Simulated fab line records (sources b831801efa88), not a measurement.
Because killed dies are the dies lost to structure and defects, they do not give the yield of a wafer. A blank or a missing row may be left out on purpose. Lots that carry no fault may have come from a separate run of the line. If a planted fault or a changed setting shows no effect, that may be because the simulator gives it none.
Problem report in the 8D (eight disciplines) form, filled by code ; flow gf180mcu ; the parts of the form that need people (team, actions taken, sign-off) are left out

== 1. WHAT IS WRONG ==
Mean of exposureDoseMJCm2 at GF_MVSD_EXPOSE_04: 280.00 across 12 wafers in 4 lots; on wafers with no fault it is 260.02 (standard deviation 0.28). That puts it +71 standard deviations away from the usual mean.
The step: exposes mask MVSD, target cd 1000 nm.
The first sign was on wafer L994.2 at day 5 19:20, on ilineStepper-02. At this step, 42 wafers from 14 lots have a number in the record. The rule behind "out" and "out of limits": a value lying over 4 standard deviations away from the usual mean. The rest of the wafers with a number are treated as sound.

== 2. WHAT THIS IS AND IS NOT ==
question;is;is not
which readings at this step;exposureDoseMJCm2;-
which lots;L100, L102, L994, L996;L105, L109, L110, L988, L989, L991, L992, L993, L995, L999
which wafers of those lots;all that have a number;-
read on which tools;ilineStepper-02;ilineStepper-01
when;from day 5 19:20;"up to then (15 sound wafers); but 15 sound wafers of L105, L109, L110, L995, L999 came after"

== 3. SUSPECTS, AND WHAT RULES EACH OUT ==
Counting: a tool at a process step up to the reading stays a suspect if it ran every lot that is out and no sound lot after the first of them.
- ilineStepper-02 at GF_MVSD_EXPOSE_04 (exposes mask MVSD, target cd 1000 nm): kept. All lots that are out passed through it, beginning with L994 at day 5 19:20, and no sound lot followed; its final sound lot before that point was L993 at day 5 14:03. On those wafers its own readings are out: exposureDoseMJCm2.
Left after counting: ilineStepper-02 at GF_MVSD_EXPOSE_04.

== 4. THE CAUSE (what the simulator had put in) ==
Process parameters drifting: ilineStepper-02 at GF_MVSD_EXPOSE_04, beginning at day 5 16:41. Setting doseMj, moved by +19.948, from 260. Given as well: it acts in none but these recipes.
This tool alone remained once counting was done.

== 5. THE EFFECT CHAIN, in route order ==
Rows list readings where the struck wafers' mean (over those with a number) sits beyond 3 standard deviations from the usual. Only readings whose record carries a usual standard deviation are examined. hours: median over the lots of the time between each lot's start at the first step of this table that gives one and its start at this step. sigmas: the change, counted in usual standard deviations.
hours;step;reading;usual;on struck wafers;change;sigmas
0;GF_MVSD_EXPOSE_04;exposureDoseMJCm2;260.02;280.00;+19.99;+71
Process steps it contains:
- GF_MVSD_EXPOSE_04: exposes mask MVSD, target cd 1000 nm.
Later steps that measure or inspect, where all struck wafers having a row at the step show a number for every such reading and not one has moved that far: GF_VT_IMPLANT_OVL_MEAS_18, GF_M2_OVL_MEAS_15.

== 6. WHAT WOULD HAVE CAUGHT IT SOONER ==
In this record the first reading out of limits was taken at day 5 19:20, 3 hours after the fault began at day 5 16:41.
